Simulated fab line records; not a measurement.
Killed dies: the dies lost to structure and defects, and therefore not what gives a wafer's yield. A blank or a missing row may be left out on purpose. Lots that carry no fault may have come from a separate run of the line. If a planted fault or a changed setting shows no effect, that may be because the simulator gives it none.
Struck lot and sound lot, side by side + flow sky130 + 16 out of 708 route steps
Sound: wafers L961.3, L961.4, L961.5. Wafers L975.3, L975.5, L975.6 were the ones struck. Last of all comes the cause.
Order at every step that has rows: each side's tool, ch and its chambers, its first start. Under that, the readings that differ: sound wafers + struck wafers + difference of the means + sigmas: that difference in standard deviations of wafers without a fault.
alike: readings whose means differ by less than 2 such deviations, and words and numbers that are the same on both sides. not compared: withheld readings, readings that some wafer has no value for, bounds like >300 that may hide the same value, and numbers for which the record gives no deviation and whose values overlap.
Wherever a step has rows on one side only, a row that says differs or no value, or a row with sigmas, the two part there. When numbers do not overlap yet have no deviation, they are printed without sigmas and do not part them. A reading that every wafer of one side lacks parts them only if that side has two wafers or more.

first, 4 steps without rows for these wafers: SKY_LDD_N_IMPLANT_12; SKY_LDD_N_IMPLANT_13; SKY_LDD_N_IMPLANT_14; SKY_LDD_N_IMPLANT_15.
SKY_LDD_N_STRIP_16: strips in O2/N2.
  sound on plasma_asher-04 ch 0,1, day 20 06:41; struck on plasma_asher-03 ch 0,1, day 25 05:05
  alike: chamber_pressure_mTorr, drypump_motor_current_A, oes_product_au, strip_time_to_endpoint_s
  not compared: rf_hours_counter_h
SKY_LDD_N_TW_MEAS_17:
  struck on film_metro-02, day 25 05:10; sound on film_metro-02, day 20 06:46
  alike: LDD_N_TW
then, 6 steps without rows for these wafers: SKY_LDD_P_DEHYDRATE_00 (time 60 s); SKY_LDD_P_HMDS_01 (prime time 60 s); SKY_LDD_P_COAT_02 (resist thk 1140 nm); SKY_LDD_P_SOFTBAKE_03 (time 60 s); SKY_LDD_P_EXPOSE_04 (exposes mask PSDM, target cd 380 nm); SKY_LDD_P_PEB_05.
SKY_LDD_P_DEVELOP_06: develop time 60 s.
  sound on litho_track-04 ch 0, day 21 13:10; struck on litho_track-01 ch 0, day 26 10:07
SKY_LDD_P_CD_MEAS_07: target cd 380 nm.
  struck on cd_sem-02, day 26 10:44; sound on cd_sem-02, day 21 13:18
| reading    | sound             | struck            | difference | sigmas |
|------------|-------------------|-------------------|------------|--------|
| cd_nm (nm) | 379.3 380.1 378.2 | 403.2 403.4 402.2 | +23.7      | +8     |
  not compared: hold
SKY_LDD_P_OVL_MEAS_08:
  struck on overlay-01, day 26 12:44; sound on overlay-02, day 21 13:23
| reading | sound | struck                                                                     | difference                   | sigmas |
|---------|-------|----------------------------------------------------------------------------|------------------------------|--------|
| hold    | - - - | await_dispo/1.9h/release await_dispo/1.9h/release await_dispo/1.9h/release | no value on the sound wafers |        |
  alike: LDD_P_OVL
-- a jump in the record: the struck wafers' starts before and after are 24 days apart (it breaks off in module LDD_P and resumes in module PAD_OPEN, where the first step shown is number 708 of the route) --
SKY_PAD_OPEN_PROBE_99:
  struck on prober-02, day 50 13:25; sound on prober-01, day 47 11:50
| reading            | sound | struck | difference | sigmas |
|--------------------|-------|--------|------------|--------|
| killed_at_M0_to_M3 | 49    | 34     | -15        | -2     |
| killed_dies        | 95    | 71     | -24        | -2     |
| killed_open        | 51    | 29     | -22        | -3     |
  alike: killed_at_M4_up, killed_at_contacts, killed_at_front_end, killed_at_other, killed_short

## WHERE THEY PART
Last at SKY_PAD_OPEN_PROBE_99 as far as this record goes, first at SKY_LDD_P_CD_MEAS_07.

WHY: what had been put in by the simulator
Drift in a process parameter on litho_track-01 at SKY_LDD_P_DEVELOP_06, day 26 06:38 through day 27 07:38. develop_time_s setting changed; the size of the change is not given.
